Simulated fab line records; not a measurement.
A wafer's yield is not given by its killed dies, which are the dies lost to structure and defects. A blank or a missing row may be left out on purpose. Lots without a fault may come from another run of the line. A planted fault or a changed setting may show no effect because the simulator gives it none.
Chamber matching ; flow sky130 ; SKY_FIELD_ISO_ETCH_17 on rieSi-02 has 4 sister chambers
The step etches Si in HBr/Cl2/O2, target depth 342 nm, time 97.7 s. 8 wafers are shown with their chamber, then 7 later ones without.

## WAFERS, EACH WITH ITS CHAMBER
wafer;chamber;drypumpMotorCurrentA (A);oesProductAu (a.u.)
L817.6;0;6.3;0.993
L821.1;2;5.3;0.985
L821.3;1;5.7;1.009
L825.2;2;5.3;0.997
L825.5;0;6.2;0.995
L825.6;3;6.5;0.994
L826.1;1;5.7;0.993
L826.4;3;6.5;1.003

## WAFERS WITHOUT THEIR CHAMBER
wafer;drypumpMotorCurrentA (A);oesProductAu (a.u.)
L826.5;5.7;1.000
L837.1;6.2;0.992
L837.2;6.5;1.002
L837.4;5.3;0.991
L839.2;5.6;1.001
L839.3;6.3;0.999
L839.4;6.5;0.996

## CHAMBER TAKEN BY EACH
wafer;from the rows above;in truth
L826.5;1;1
L837.1;0;0
L837.2;3;3
L837.4;2;2
L839.2;1;1
L839.3;0;0
L839.4;3;3
Placed correctly: 7 of 7. From these rows, 0 cannot be placed. Wrongly placed: 0.
How it was worked out, from the rows above alone: a wafer's distance from a chamber is the root of the sum, over the readings, of the square of ((its reading less the chamber's mean) divided by the reading's scatter). The wafer belongs to the nearest chamber; if the next one is less than 2 further off, it can't be placed. A chamber's mean is the mean of its shown wafers. The scatter is the square root of a quotient: the sum, over the shown wafers, of each reading's squared deviation from its chamber's mean, divided by wafers minus chambers.
